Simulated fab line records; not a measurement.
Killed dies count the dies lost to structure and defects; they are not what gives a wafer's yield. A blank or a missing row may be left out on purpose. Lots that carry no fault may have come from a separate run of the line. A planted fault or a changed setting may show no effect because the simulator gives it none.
Struck lot and sound lot, side by side || flow sky130 || 29 steps out of a route of 708
Sound: these wafers, L447.1, L447.2, L447.5. Struck: wafer L455.4. (L455.1, L455.5 of the same lot were not struck and are left out.) The cause comes at the end.
Order at every step that has rows: each side's tool, ch and its chambers, its first start. Under that, the readings that differ: sound wafers || struck wafers || difference of the means || sigmas: that difference in standard deviations of wafers without a fault.
alike: words and numbers the same on both sides, and readings whose means are apart by under 2 such deviations; not compared: readings that were withheld, readings missing a value for some wafer, numbers with overlapping values and no deviation given by the record, and bounds like >300 which may hide the same value.
Wherever a step has rows on one side only, a row that says differs or no value, or a row with sigmas, the two part there. Numbers that have no deviation but don't overlap get no sigmas and don't part them. A reading missing from all wafers of one side parts the sides only when that side holds two or more wafers.

SKY_LI_CONTACT_OVL_MEAS_13:
  sound: overlay-02 at day 30 19:47; struck: overlay-02 at day 33 01:41
  alike: LI_CONTACT_OVL
SKY_LI_CONTACT_ETCH_14: etches BARC in N2/H2, stops on SiO2, time 45.9 s, target depth 60 nm.
  sound on rieDiel-04 ch 0,2, day 30 19:49; struck on rieDiel-03 ch 1, day 33 01:43
  alike: drypumpMotorCurrentA, oesProductAu, rfFwdPowerW, throttleValvePct
  not compared: rfHoursCounterH
then, 4 steps without rows for these wafers: SKY_LI_CONTACT_ETCH_15 (etches PSG in C4F8/O2/Ar, stops on Si, target depth 600 nm); SKY_LI_CONTACT_STRIP_16 (strips in O2/N2); SKY_LI_CONTACT_CLEAN_17 (cleans in NMP, time 600 s); SKY_LI_CONTACT_PRE_CLEAN_18 (time 5.6 s).
SKY_LI_CONTACT_SPUTTER_19: material Ti, target thk 20 nm, time 106.37 s.
  sound: pvdSputter-01 at day 30 20:14; struck: pvdSputter-04 at day 33 02:09
  alike: throttleValvePct
SKY_LI_CONTACT_SPUTTER_20: material TiN, target thk 20 nm, time 80 s.
  sound: pvdSputter-01 at day 30 20:19; struck: pvdSputter-04 at day 33 02:14
  alike: throttleValvePct
SKY_LI_CONTACT_CVD_21: deposits W, target thk 400 nm, time 120.56 s.
  sound on cvdW-02 ch 0, day 30 20:23; struck on cvdW-02 ch 1, day 33 02:17
{"reading": "heaterPowerW (W)", "sound": "709 707 724", "struck": 942, "difference": "+229", "sigmas": "+2"}
SKY_LI_CONTACT_RS_MEAS_22: the measuring method here is four-point-probe.
  sound: filmMetro-01 at day 30 20:38; struck: filmMetro-02 at day 33 02:25
  alike: LI_CONTACT_W_RS
SKY_LI_CONTACT_THK_MEAS_23: measures by xrf.
  sound: filmMetro-01 at day 30 20:45; struck: filmMetro-02 at day 33 02:32
  alike: LI_CONTACT_W_THK
then, 1 step without rows for these wafers: SKY_LI_CONTACT_CMP_24 (polishes, stops on PSG, t overpolish 20 s, target thk 0 nm).
SKY_LOCAL_INTERCONNECT_SPUTTER_00: material TiN, target thk 100 nm, time 83.3 s.
  sound: pvdSputter-02 at day 30 21:07; struck: pvdSputter-03 at day 33 02:54
  alike: throttleValvePct
SKY_LOCAL_INTERCONNECT_RS_MEAS_01: the measuring method here is four-point-probe.
  sound: filmMetro-03 at day 30 21:10; struck: filmMetro-04 at day 33 02:58
{"reading": "LOCAL_INTERCONNECT_TIN_RS (ohm/sq)", "sound": "13.81 13.86 13.96", "struck": 16.10, "difference": "+2.22", "sigmas": "+12"}
SKY_LOCAL_INTERCONNECT_THK_MEAS_02: measures by xrf.
  sound: filmMetro-03 at day 30 21:17; struck: filmMetro-04 at day 33 03:05
{"reading": "LOCAL_INTERCONNECT_TIN_THK (nm)", "sound": "102.2 102.3 101.9", "struck": 90.1, "difference": -12.0, "sigmas": -9}
then, 8 steps without rows for these wafers: SKY_LOCAL_INTERCONNECT_DEHYDRATE_03 (time 60 s); SKY_LOCAL_INTERCONNECT_HMDS_04 (prime time 60 s); SKY_LOCAL_INTERCONNECT_COAT_05 (resist thk 60 nm); SKY_LOCAL_INTERCONNECT_COAT_06 (resist thk 450 nm); SKY_LOCAL_INTERCONNECT_SOFTBAKE_07 (time 90 s); SKY_LOCAL_INTERCONNECT_EXPOSE_08 (exposes mask LI1M, target cd 170 nm); SKY_LOCAL_INTERCONNECT_PEB_09; SKY_LOCAL_INTERCONNECT_DEVELOP_10 (develop time 60 s).
SKY_LOCAL_INTERCONNECT_CD_MEAS_11: the cd target is 170 nm.
  sound: cdSem-01 at day 32 00:10; struck: cdSem-01 at day 34 05:19
  alike: cdNm
SKY_LOCAL_INTERCONNECT_OVL_MEAS_12:
  sound: overlay-01 at day 32 00:17; struck: overlay-01 at day 34 05:26
  alike: LOCAL_INTERCONNECT_OVL
SKY_LOCAL_INTERCONNECT_ETCH_13: etches BARC in N2/H2, stops on SiO2, time 45.9 s, target depth 60 nm.
  sound on rieMetal-01 ch 0,1, day 32 00:19; struck on rieMetal-03 ch 1, day 34 05:28
{"reading": "oesProductAu (a.u.)", "sound": "0.849 0.855 0.844", "struck": 0.859, "difference": "+0.010", "sigmas": "+2"}
  alike: drypumpMotorCurrentA, rfFwdPowerW, throttleValvePct
  not compared: rfHoursCounterH
SKY_LOCAL_INTERCONNECT_METAL_ETCH_14: etches TiN in Cl2/BCl3, stops on PSG, target depth 110 nm, time 31.4 s.
  sound on rieMetal-01 ch 0,1, day 32 00:23; struck on rieMetal-03 ch 1, day 34 05:32
{"reading": "oesProductAu (a.u.)", "sound": "0.950 0.952 0.949", "struck": 0.874, "difference": -0.076, "sigmas": -9}
{"reading": "throttleValvePct (%)", "sound": "21.889 21.887 21.902", "struck": 21.931, "difference": "+0.038", "sigmas": "+3"}
  alike: bcl3FlowSccm, drypumpMotorCurrentA, mfcCl2Sccm, rfFwdPowerW
  not compared: rfHoursCounterH
then, 1 step without rows for these wafers: SKY_LOCAL_INTERCONNECT_STRIP_15 (strips in O2/N2).
SKY_PAD_OPEN_PROBE_99:
  the record has rows for the sound wafers here (prober-01, day 46 23:02) and none for the struck ones

WHERE THEY PART
First at SKY_LI_CONTACT_CVD_21; last, within this record, at SKY_PAD_OPEN_PROBE_99.

WHY: the cause the simulator had injected
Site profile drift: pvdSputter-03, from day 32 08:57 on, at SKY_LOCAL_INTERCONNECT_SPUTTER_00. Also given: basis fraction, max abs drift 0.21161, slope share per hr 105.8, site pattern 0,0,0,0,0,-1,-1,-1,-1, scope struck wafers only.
